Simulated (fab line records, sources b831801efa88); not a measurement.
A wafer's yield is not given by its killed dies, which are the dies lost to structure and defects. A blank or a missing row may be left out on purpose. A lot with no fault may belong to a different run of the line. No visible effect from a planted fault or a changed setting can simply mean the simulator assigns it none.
fab line records -- flow sky130
record lots=5, wafers=15, lastDay=49
route steps=708 shown DNWELL@41 PWDE@45 NWELL@56 PAD_OPEN@708
lots that met no fault: from a run of the same line without faults
startH: the number of hours between the record's first day and the start of the first shown wafer of the lot -- waitH: hours since the lot's step before -- " same as the row above -- L1.1+2: a row that stands for several wafers -- - no value, or no start was given -- * or withheld: withheld -- < > ~ a bound
route shown NAME@n: names a module that has steps shown in the file, with the first one's number in the route -- usual: mean/standard deviation of fault-free wafers -- same: alike in all rows -- chamber/n: place in a boat -- sites: the reading at each site -- _std_site: their standard deviation -- _edge_site: the outer-site mean with the inner-site mean subtracted -- radiusMm: for every site, how far away it sits from the centre of the wafer -- mask NAME#n: copy n -- behind: tool/chamber where the wafer was last shaped -- hold: reason for holding the lot/hours on hold/outcome of the hold -- device: whichever transistor did not switch (one of n, p or np) -- end of line: the same wafers' tests at the end of the route -- where a step has no rows: the recipe by itself -- killed: dies lost to structure and defects at the first sort, not the wafer's yield -- map: per-die view of a wafer (x killed, . not killed, _ where there is no die)
set.NAME: the setting the step ran with; set.NAME@STEP: the setting that earlier step ran with -- model.NAME: the simulator's own value behind a step, which no gauge read
lots at selected steps of the route; one table per step, one row per wafer
services: a tool's chamber out of use, with start hour (startH, from the record's first day; less than 0 if before it), hours out, and reason
## steps
# step SKY_DNWELL_DEVELOP_06
# recipe wallAngleDeg=90, developer=TMAH, developTimeS=60, devTempC=23
# step SKY_DNWELL_IMPLANT_07
# recipe species=P, energyKev=withheld, doseCm2=withheld, tiltDeg=withheld
# step SKY_DNWELL_STRIP_08
# recipe chemistry=O2/N2, powerW=1400, pressureMtorr=1500, platenTempC=withheld, o2FlowSccm=3000, n2FlowSccm=300, overashFraction=0.5
# step SKY_PWDE_DEHYDRATE_00
# recipe tempC=200, timeS=60
# step SKY_PWDE_HMDS_01
# recipe primeTimeS=60, primeTempC=120
# step SKY_PWDE_COAT_02
# recipe spinRpm=2000, resistThkNm=3000
# step SKY_PWDE_SOFTBAKE_03
# recipe tempC=110, timeS=withheld
# step SKY_PWDE_EXPOSE_04
# recipe maskId=PWDEM, na=0.6, sourceShape=conventional, sigmaOuter=0.6, polarization=unpolarized, targetCdNm=840, doseMj=214
# step SKY_PWDE_PEB_05
# recipe tempC=115, timeS=withheld
# step SKY_PWDE_DEVELOP_06
# recipe wallAngleDeg=90, developer=TMAH, developTimeS=60, devTempC=23
# step SKY_PWDE_IMPLANT_08
# recipe species=B, energyKev=150, doseCm2=3.6e+12, tiltDeg=withheld
# usual doseIonsCm2=3.6e+12/3.6e+09, faradayCurrentUA=20.3/0.38
# same implantIonAmu=11
lot.wafer,tool,chamber,startH,waitH,doseIonsCm2,faradayCurrentUA
L223.1,implanter-03,0,93.03,0.0,3.598e+12,20.5
L223.4,implanter-03,0,93.03,0.0,3.594e+12,20.4
L223.5,implanter-03,0,93.03,0.0,3.598e+12,20.4
L225.1,implanter-03,0,105.61,0.0,3.217e+12,18.0
L225.2,implanter-03,0,105.61,0.0,3.216e+12,18.0
L225.4,implanter-03,0,105.61,0.0,3.218e+12,17.9
L226.1,implanter-03,0,110.16,0.0,3.214e+12,18.6
L226.3,implanter-03,0,110.16,0.0,3.214e+12,18.5
L226.4,implanter-03,0,110.16,0.0,3.214e+12,17.4
L228.2,implanter-03,0,117.94,0.0,3.219e+12,18.6
L228.3,implanter-03,0,117.94,0.0,3.215e+12,18.1
L228.5,implanter-03,0,117.94,0.0,3.213e+12,17.6
L235.1,implanter-02,0,158.96,0.0,3.597e+12,20.1
L235.2,implanter-02,0,158.96,0.0,3.6e+12,21.2
L235.4,implanter-02,0,158.96,0.0,3.603e+12,20.0
# step SKY_PWDE_STRIP_09
# recipe chemistry=O2/N2, powerW=1400, pressureMtorr=1500, platenTempC=withheld, o2FlowSccm=3000, n2FlowSccm=300, overashFraction=0.5
# step SKY_PWDE_TW_MEAS_10
# usual PWDE_TW=375.1/2.1
lot.wafer,tool,chamber,startH,waitH,PWDE_TW
L223.1,filmMetro-04,-,93.28,0.1,373.0
L223.4,filmMetro-04,-,93.28,0.1,373.7
L223.5,filmMetro-04,-,93.28,0.1,374.1
L225.1,filmMetro-02,-,105.86,0.1,362.7
L225.2,filmMetro-02,-,105.86,0.1,363.4
L225.4,filmMetro-02,-,105.86,0.1,362.0
L226.1,filmMetro-03,-,110.41,0.1,362.9
L226.3,filmMetro-03,-,110.41,0.1,362.4
L226.4,filmMetro-03,-,110.41,0.1,363.8
L228.2,filmMetro-03,-,118.17,0.1,365.1
L228.3,filmMetro-03,-,118.17,0.1,362.4
L228.5,filmMetro-03,-,118.17,0.1,364.7
L235.1,filmMetro-02,-,159.21,0.1,377.0
L235.2,filmMetro-02,-,159.21,0.1,376.1
L235.4,filmMetro-02,-,159.21,0.1,378.7
# step SKY_NWELL_DEHYDRATE_03
# recipe tempC=200, timeS=60
# step SKY_NWELL_HMDS_04
# recipe primeTimeS=60, primeTempC=120
# step SKY_NWELL_COAT_05
# recipe spinRpm=2000, resistThkNm=3000
# step SKY_NWELL_SOFTBAKE_06
# recipe tempC=110, timeS=withheld
# step SKY_NWELL_EXPOSE_07
# recipe maskId=NWM, na=0.6, sourceShape=conventional, sigmaOuter=0.6, polarization=unpolarized, targetCdNm=840, doseMj=255
# step SKY_NWELL_PEB_08
# recipe tempC=115, timeS=withheld
# step SKY_NWELL_DEVELOP_09
# recipe wallAngleDeg=90, developer=TMAH, developTimeS=60, devTempC=23
# step SKY_NWELL_IMPLANT_11
# recipe species=P, energyKev=400, doseCm2=1.9e+13, tiltDeg=withheld
# step SKY_NWELL_IMPLANT_12
# recipe species=P, energyKev=120, doseCm2=1.3e+12, tiltDeg=withheld
# step SKY_NWELL_IMPLANT_13
# recipe species=P, energyKev=50, doseCm2=7e+11, tiltDeg=withheld
# step SKY_NWELL_STRIP_14
# recipe chemistry=O2/N2, powerW=1400, pressureMtorr=1500, platenTempC=withheld, o2FlowSccm=3000, n2FlowSccm=300, overashFraction=0.5
# step SKY_NWELL_DEHYDRATE_16
# recipe tempC=200, timeS=60
# step SKY_NWELL_HMDS_17
# recipe primeTimeS=60, primeTempC=120
# step SKY_NWELL_COAT_18
# recipe spinRpm=2000, resistThkNm=3000
# step SKY_NWELL_SOFTBAKE_19
# recipe tempC=110, timeS=withheld
# step SKY_NWELL_EXPOSE_20
# recipe maskId=NWM_COMPLEMENT, na=0.6, sourceShape=conventional, sigmaOuter=0.6, polarization=unpolarized, targetCdNm=840, doseMj=260
# step SKY_NWELL_PEB_21
# recipe tempC=115, timeS=withheld
# step SKY_NWELL_DEVELOP_22
# recipe wallAngleDeg=90, developer=TMAH, developTimeS=60, devTempC=23
# step SKY_NWELL_IMPLANT_24
# recipe species=B, energyKev=140, doseCm2=9.2e+12, tiltDeg=withheld
# step SKY_NWELL_STRIP_25
# recipe chemistry=O2/N2, powerW=1400, pressureMtorr=1500, platenTempC=withheld, o2FlowSccm=3000, n2FlowSccm=300, overashFraction=0.5
# step SKY_NWELL_CLEAN_27
# recipe chemistry=SC1/SC2, mix=1:4:20, tempC=70, timeS=150, dry=n2Spin
# step SKY_NWELL_RTA_28
# recipe tempC=1050, timeS=30, idleTempC=650, rampUpCPerS=150, rampDownCPerS=90, ambient=N2
# step SKY_NWELL_RS_MEAS_31
# recipe thkMeasGauge=four-point-probe
# usual PWDE_RS=5272/16
lot.wafer,tool,chamber,startH,waitH,PWDE_RS[ohm/sq]
L223.1,filmMetro-02,-,131.23,0.1,5264
L223.4,filmMetro-02,-,131.23,0.1,5285
L223.5,filmMetro-02,-,131.23,0.1,5284
L225.1,filmMetro-04,-,145.03,0.1,5756
L225.2,filmMetro-04,-,145.03,0.1,5751
L225.4,filmMetro-04,-,145.03,0.1,5753
L226.1,filmMetro-04,-,149.96,0.1,5809
L226.3,filmMetro-04,-,149.96,0.1,5783
L226.4,filmMetro-04,-,149.96,0.1,5796
L228.2,filmMetro-03,-,157.55,0.1,5759
L228.3,filmMetro-03,-,157.55,0.1,5741
L228.5,filmMetro-03,-,157.55,0.1,5740
L235.1,filmMetro-03,-,201.53,0.1,5268
L235.2,filmMetro-03,-,201.53,0.1,5270
L235.4,filmMetro-03,-,201.53,0.1,5265
# step SKY_PAD_OPEN_PROBE_99
# usual killed_at_M0_to_M3=44/7, killed_at_M4_up=3.1/1.8, killedAtContacts=25/5.1, killedAtFrontEnd=15/4.3, killedAtOther=0.3/0.61, killedDies=87/9.8, killedOnRim=17/3.9, killedOpen=48/7, killedShort=38/6.3
# same grossDies=492, killedAtBackSide=0
lot.wafer,tool,chamber,startH,waitH,killed_at_M0_to_M3,killed_at_M4_up,killedAtContacts,killedAtFrontEnd,killedAtOther,killedDies,killedOnRim,killedOpen,killedShort,model.etest.res_p_drift_20v.lineOhmUm,model.etest.res_p_drift_20v.rsOhmSq,model.etest.resPwdeUnderGate.rsOhmSq
L223.1,prober-02,-,1100.17,0.1,44,1,19,11,0,75,16,43,32,1.102e+04,9081,6112
L223.4,prober-02,-,1100.32,0.2,43,4,19,12,0,78,13,40,38,1.181e+04,9718,6148
L223.5,prober-02,-,1100.37,0.2,42,6,21,11,1,81,18,48,33,1.11e+04,9128,6128
L225.1,prober-02,-,1114.07,0.1,47,3,22,15,1,88,15,44,43,1.178e+04,9843,6890
L225.2,prober-02,-,1114.12,0.1,50,3,25,18,0,96,21,45,50,1.222e+04,1.02e+04,6917
L225.4,prober-02,-,1114.22,0.2,27,4,27,17,0,75,14,47,28,1.272e+04,1.068e+04,6914
L226.1,prober-01,-,1122.29,0.1,43,5,21,12,0,81,21,41,40,1.259e+04,1.058e+04,6909
L226.3,prober-01,-,1122.39,0.2,39,1,30,15,0,85,20,44,40,1.372e+04,1.173e+04,6887
L226.4,prober-01,-,1122.44,0.2,49,3,20,22,0,94,23,44,50,1.333e+04,1.117e+04,6884
L228.2,prober-01,-,1129.51,0.1,47,0,28,21,0,96,15,51,45,1.4e+04,1.15e+04,6943
L228.3,prober-01,-,1129.56,0.2,37,0,21,9,1,68,12,40,28,1.289e+04,1.084e+04,6895
L228.5,prober-01,-,1129.66,0.2,40,5,22,14,0,81,19,43,38,1.34e+04,1.125e+04,6805
L235.1,prober-02,-,1168.44,0.1,40,1,25,24,1,91,20,51,40,1.159e+04,9623,6228
L235.2,prober-02,-,1168.49,0.1,34,1,36,23,0,94,19,59,35,1.184e+04,9713,6221
L235.4,prober-02,-,1168.59,0.2,46,3,24,20,0,93,18,60,33,1.16e+04,9621,6184
# killed by level:class
L223.1 VIA1:geometricParticle:open=12 CONTACT:geometricParticle:open=8 VIA2:geometricParticle:open=8 FIELD_ISO:geometricParticle:open=6 METAL2:geometricParticle:short=6 METAL1:geometricParticle:short=4 LOCAL_INTERCONNECT:geometricParticle:short=3 CONTACT:geometricParticle:short=3
L223.4 VIA1:geometricParticle:open=8 CONTACT:geometricParticle:short=7 CONTACT:geometricParticle:open=6 METAL2:geometricParticle:short=6 VIA3:geometricParticle:open=5 SPACER:geometricParticle:short=4 LI_CONTACT:geometricParticle:open=4 METAL1:geometricParticle:open=4
L223.5 VIA1:geometricParticle:open=16 VIA2:geometricParticle:open=7 CONTACT:geometricParticle:open=7 METAL1:geometricParticle:short=6 LI_CONTACT:geometricParticle:open=5 METAL4:geometricParticle:short=5 LI_CONTACT:geometricParticle:short=4 CONTACT:geometricParticle:short=4
L225.1 METAL1:geometricParticle:short=9 VIA2:geometricParticle:open=8 VIA1:geometricParticle:open=8 LI_CONTACT:geometricParticle:open=8 CONTACT:geometricParticle:open=8 METAL2:geometricParticle:short=5 POLY_GATE:geometricParticle:short=4 VIA1:geometricParticle:short=4
L225.2 LOCAL_INTERCONNECT:geometricParticle:short=10 VIA2:geometricParticle:open=9 VIA1:geometricParticle:open=8 CONTACT:geometricParticle:open=7 VIA1:geometricParticle:short=7 VIA3:geometricParticle:open=6 METAL1:geometricParticle:short=5 POLY_GATE:geometricParticle:open=5
L225.4 CONTACT:geometricParticle:open=12 LI_CONTACT:geometricParticle:open=9 VIA1:geometricParticle:short=7 VIA1:geometricParticle:open=7 FIELD_ISO:geometricParticle:open=6 FIELD_ISO:geometricParticle:short=5 LOCAL_INTERCONNECT:geometricParticle:short=4 VIA3:geometricParticle:open=3
L226.1 CONTACT:geometricParticle:open=9 VIA1:geometricParticle:short=7 VIA2:geometricParticle:open=7 LI_CONTACT:geometricParticle:open=6 METAL1:geometricParticle:short=5 METAL3:geometricParticle:short=5 VIA3:geometricParticle:open=5 VIA1:geometricParticle:open=4
L226.3 CONTACT:geometricParticle:open=10 LI_CONTACT:geometricParticle:open=8 VIA1:geometricParticle:open=8 FIELD_ISO:geometricParticle:short=7 LOCAL_INTERCONNECT:geometricParticle:short=7 VIA2:geometricParticle:open=7 VIA3:geometricParticle:open=6 METAL1:geometricParticle:short=5
L226.4 VIA3:geometricParticle:open=11 METAL2:geometricParticle:short=9 VIA2:geometricParticle:open=7 POLY_GATE:geometricParticle:short=6 POLY_GATE:geometricParticle:open=6 CONTACT:geometricParticle:open=6 LOCAL_INTERCONNECT:geometricParticle:short=5 CONTACT:geometricParticle:short=5
L228.2 VIA1:geometricParticle:open=12 CONTACT:geometricParticle:open=8 METAL2:geometricParticle:short=7 LI_CONTACT:geometricParticle:open=7 VIA2:geometricParticle:open=7 FIELD_ISO:geometricParticle:open=6 LOCAL_INTERCONNECT:geometricParticle:short=6 VIA1:geometricParticle:short=6
L228.3 VIA1:geometricParticle:open=9 LI_CONTACT:geometricParticle:open=6 VIA2:geometricParticle:open=6 LOCAL_INTERCONNECT:geometricParticle:short=5 METAL1:geometricParticle:short=5 FIELD_ISO:geometricParticle:short=4 CONTACT:geometricParticle:open=4 VIA3:geometricParticle:open=4
L228.5 VIA1:geometricParticle:open=11 VIA2:geometricParticle:open=9 CONTACT:geometricParticle:open=7 LI_CONTACT:geometricParticle:short=5 LI_CONTACT:geometricParticle:open=5 VIA1:geometricParticle:short=5 POLY_GATE:geometricParticle:short=4 CONTACT:geometricParticle:short=4
L235.1 VIA1:geometricParticle:open=10 CONTACT:geometricParticle:open=10 FIELD_ISO:geometricParticle:open=8 FIELD_ISO:geometricParticle:short=8 LI_CONTACT:geometricParticle:open=7 POLY_GATE:geometricParticle:short=5 VIA2:geometricParticle:short=5 METAL1:geometricParticle:short=5
L235.2 CONTACT:geometricParticle:open=13 LI_CONTACT:geometricParticle:open=10 VIA1:geometricParticle:open=8 POLY_GATE:geometricParticle:open=6 CONTACT:geometricParticle:short=6 VIA2:geometricParticle:open=6 POLY_GATE:geometricParticle:short=5 VIA3:geometricParticle:short=5
L235.4 CONTACT:geometricParticle:open=11 VIA1:geometricParticle:open=11 VIA2:geometricParticle:open=9 LI_CONTACT:geometricParticle:open=6 VIA3:geometricParticle:open=5 FIELD_ISO:geometricParticle:open=4 SPACER:geometricParticle:short=4 VIA1:geometricParticle:short=4
## services
tool,chamber,startH,hours,kind
implanter-03,-,100.86,3.1,pm
implanter-03,-,147.37,5.5,repair
## key
firstSign step=SKY_PWDE_IMPLANT_08, reading=doseIonsCm2, direction=down, sigmas=99+, usual=*, struck=*
effect step=SKY_PWDE_IMPLANT_08, reading=faradayCurrentUA, direction=down, sigmas=5.8, usual=20.3, struck=18.1
effect step=SKY_PWDE_TW_MEAS_10, reading=PWDE_TW, direction=down, sigmas=5.7, usual=375.1, struck=363.3
effect step=SKY_NWELL_RS_MEAS_31, reading=PWDE_RS, direction=up, sigmas=31, usual=5272, struck=5765
modelEffect step=SKY_PAD_OPEN_PROBE_99, value=etest.res_p_drift_20v.lineOhmUm, without=1.168e+04, struck=1.296e+04
metAt SKY_PWDE_IMPLANT_08
struckWafers L225.1,L225.2,L225.4,L226.1,L226.3,L226.4,L228.2,L228.3,L228.5
testerLeftOut L225,L226,L228
onsetBetween 93.03 105.61
fault kind=processParameterDrift, tool=implanter-03, chamber=-, onsetH=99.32, steps=SKY_PWDE_IMPLANT_08, channel=doseCm2, offset=*, shape=step, endH=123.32, actsIn=*, stated=*
# testerLeftOut: of these lots the tester's yield and bins aren't shown, on N5 and GAA mostly nor the transistor test; their killed dies are dies lost to structure and defects alone, not to doping, threshold or leakage, so they don't give the yield
